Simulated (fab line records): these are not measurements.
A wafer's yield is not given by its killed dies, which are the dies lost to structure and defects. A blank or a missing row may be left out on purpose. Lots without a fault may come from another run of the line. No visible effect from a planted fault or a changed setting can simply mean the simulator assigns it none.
Struck lot and sound lot, side by side || flow gf180mcu || 14 steps out of a route of 602
Sound: the wafers L644.2, L644.3, L644.5. Struck: wafers L653.1, L653.2, L653.4. The cause comes at the end.
Per side, at each step with rows, come the tool, then ch with its chambers, and then its first start. Under that, the readings that differ: sound wafers || struck wafers || difference of the means || sigmas: that difference in standard deviations of wafers without a fault.
alike: same words and numbers on both sides, and readings whose means sit less than 2 such deviations apart. not compared: any withheld reading, any reading some wafer has no value for, any bound like >300 that may hide the same value, and any number with overlapping values for which the record gives no deviation.
The two part at a step that has a row with sigmas, a row that says differs or no value, or rows on one side only. When numbers do not overlap yet have no deviation, they are printed without sigmas and do not part them. A reading that every wafer of one side lacks parts them only if that side has two wafers or more.

GF_V4_THK_MEAS_01:
  struck on film_metro-04, day 29 00:12; sound on film_metro-04, day 26 12:35
  alike: V4_CVD_00_THK
GF_V4_CVD_02: deposits SiO2 from TEOS, target thk 850 nm, time 94.851 s.
  sound on pecvd-03 ch 0,1,2, day 26 12:38; struck on pecvd-03 ch 0,2, day 29 00:16
  alike: heater_power_w
GF_V4_THK_MEAS_03:
  struck on film_metro-03, day 29 00:20; sound on film_metro-01, day 26 12:43
  alike: V4_CVD_02_THK
GF_V4_CMP_04: polishes SiO2.
  sound on cmp-01 ch 0,2,3, day 26 12:49; struck on cmp-02 ch 0,1,3, day 29 00:23
  alike: motor_current_A, slurry_filter_dp_kPa, time_to_endpoint_s
GF_V4_BOW_MEAS_05:
  struck on film_metro-03, day 29 00:41; sound on film_metro-01, day 26 13:05
  alike: V4_BOW
then, 7 steps without rows for these wafers: GF_V4_DEHYDRATE_06 (time 60 s); GF_V4_HMDS_07 (prime time 60 s); GF_V4_COAT_08; GF_V4_COAT_09 (resist thk 1000 nm); GF_V4_SOFTBAKE_10 (time 60 s); GF_V4_EXPOSE_11 (exposes mask Via4, target cd 260 nm); GF_V4_PEB_12 (peb time 90 s).
GF_V4_DEVELOP_13: develop time 60 s.
  sound on litho_track-01 ch 0, day 27 09:06; struck on litho_track-02, day 29 19:31
  no value came back on the struck wafers for chill_plate_temp_C (C), develop_time_s (s), exhaust_pa (Pa), resist_line_temp_C (C); on the sound wafers chill_plate_temp_C (C) reads 23.01 22.94 22.96
{"reading": "model.KrF_of_V4_COAT_09.thk_nm (nm)", "sound": "990.7 989.8 988.4", "struck": "1001 1003 999.4", "difference": "+12", "sigmas": ""}
GF_V4_CD_MEAS_14: target cd 260 nm.
  struck on cd_sem-02, day 29 19:40; sound on cd_sem-01, day 27 09:15
{"reading": "cd_nm (nm)", "sound": "259.1 258.3 258.6", "struck": "- - -", "difference": "no value on the struck wafers", "sigmas": ""}

== WHERE THEY PART ==
Earliest at GF_V4_DEVELOP_13; latest, in this record, at GF_V4_CD_MEAS_14.

WHY: whatever the simulator had introduced
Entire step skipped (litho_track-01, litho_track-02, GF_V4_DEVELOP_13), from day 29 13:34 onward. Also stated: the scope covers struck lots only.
